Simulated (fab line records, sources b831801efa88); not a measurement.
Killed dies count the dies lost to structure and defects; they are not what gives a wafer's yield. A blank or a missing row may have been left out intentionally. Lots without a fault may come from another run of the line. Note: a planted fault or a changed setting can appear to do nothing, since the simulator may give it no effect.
A struck lot beside a sound one -- flow sky130 -- 19 steps out of a route of 708
Sound: these wafers, L190.2, L190.3, L190.6. Wafers L194.1, L194.2, L194.3 were the ones struck. The cause is given at the end.
Per side, at each step with rows, come the tool, then ch with its chambers, and then its first start. Under that, the readings that differ: sound wafers -- struck wafers -- difference of the means -- sigmas: that difference in standard deviations of wafers without a fault.
alike: a reading whose means differ by less than 2 such deviations, as well as words and numbers matching on both sides. not compared: withheld readings; readings where some wafer has no value; bounds like >300 that might hide an equal value; numbers whose values overlap and for which the record gives no deviation.
Wherever a step has rows on one side only, a row that says differs or no value, or a row with sigmas, the two part there. Numbers that don't overlap but have no deviation are shown without sigmas and don't part them. A reading that every wafer of one side lacks parts them only if that side has two wafers or more.

first, 3 steps without rows for these wafers: SKY_VT_ADJUST_NCORE_EXPOSE_04 (exposes mask LVTN COMPLEMENT THIN, target cd 380 nm); SKY_VT_ADJUST_NCORE_PEB_05; SKY_VT_ADJUST_NCORE_DEVELOP_06 (develop time 60 s).
SKY_VT_ADJUST_NCORE_CD_MEAS_07: target cd 380 nm.
  sound: cd sem-02 at day 12 00:01; struck: cd sem-02 at day 13 01:28
  alike: cd nm
SKY_VT_ADJUST_NCORE_OVL_MEAS_08:
  sound: overlay-01 at day 12 00:07; struck: overlay-01 at day 13 01:35
  alike: VT_ADJUST_NCORE_OVL
next, for these wafers, 1 step has no rows: SKY_VT_ADJUST_NCORE_IMPLANT_09.
SKY_VT_ADJUST_NCORE_STRIP_10: strips in O2/N2.
  sound on plasma asher-03 ch 0,1, day 12 00:17; struck on plasma asher-03 ch 0,1, day 13 01:46
  alike: drypump motor current A, oes product au, strip time to endpoint s
  not compared: rf hours counter h
SKY_VT_ADJUST_NCORE_TW_MEAS_11:
  sound: film metro-04 at day 12 00:24; struck: film metro-02 at day 13 01:52
  alike: VT_ADJUST_NCORE_TW
then, 4 steps without rows for these wafers: SKY_VT_ADJUST_HVTR_DEHYDRATE_00 (time 60 s); SKY_VT_ADJUST_HVTR_HMDS_01 (prime time 60 s); SKY_VT_ADJUST_HVTR_COAT_02 (resist thk 1140 nm); SKY_VT_ADJUST_HVTR_SOFTBAKE_03 (time 60 s).
SKY_VT_ADJUST_HVTR_EXPOSE_04: exposes mask HVTRM, target cd 380 nm.
  sound on iline stepper-01 ch 0, day 12 12:41; struck on iline stepper-02 ch 0, day 13 14:35
reading,sound,struck,difference,sigmas
model.VT_ADJUST_HVTR.overlay x nm (nm),0.6382 0.6382 0.6382,113.9 113.9 113.9,+113.3,
  alike: mask
then, 2 steps without rows for these wafers: SKY_VT_ADJUST_HVTR_PEB_05; SKY_VT_ADJUST_HVTR_DEVELOP_06 (develop time 60 s).
SKY_VT_ADJUST_HVTR_CD_MEAS_07: target cd 380 nm.
  sound: cd sem-01 at day 13 01:02; struck: cd sem-01 at day 14 03:32
  alike: cd nm
SKY_VT_ADJUST_HVTR_OVL_MEAS_08:
  sound: overlay-01 at day 13 01:09; struck: overlay-01 at day 14 03:40
reading,sound,struck,difference,sigmas
VT_ADJUST_HVTR_OVL (nm),-1.3 0.0 -0.4,113.7 112.2 112.5,+113.4,+87
next, for these wafers, 1 step has no rows: SKY_VT_ADJUST_HVTR_IMPLANT_09.
-- here the record skips 35 days between the struck wafers' starts before and after, leaving off in module VT_ADJUST_HVTR and picking up in module PAD_OPEN (first step shown: number 708 of the route) --
SKY_PAD_OPEN_PROBE_99:
  sound: prober-01 at day 49 07:23; struck: prober-01 at day 49 14:52
reading,sound,struck,difference,sigmas
model.etest.pfet_01v8_mvt.drive ua um,151.9 151 155.5,145.7 146.4 143.9,-7.5,
model.etest.pfet_01v8_mvt.off log10 a um,-10.57 -10.63 -10.59,-11.5 -11.55 -11.71,-1.0,
model.etest.pfet_01v8_mvt.vt sat v (V),-0.5554 -0.5615 -0.5543,-0.6542 -0.6572 -0.6584,-0.0995,
model.etest.pfet_01v8_mvt.vt v (V),-0.6438 -0.6469 -0.6401,-0.7321 -0.7354 -0.7315,-0.0894,
  alike: killed_at_M0_to_M3, killed_at_M4_up, killed at contacts, killed at front end, killed at other, killed dies, killed open, killed short

## WHERE THEY PART
SKY_VT_ADJUST_HVTR_OVL_MEAS_08 only, going by this record. Later steps at which nothing parts them and some readings are alike: SKY_PAD_OPEN_PROBE_99.

WHY: what had been put in by the simulator
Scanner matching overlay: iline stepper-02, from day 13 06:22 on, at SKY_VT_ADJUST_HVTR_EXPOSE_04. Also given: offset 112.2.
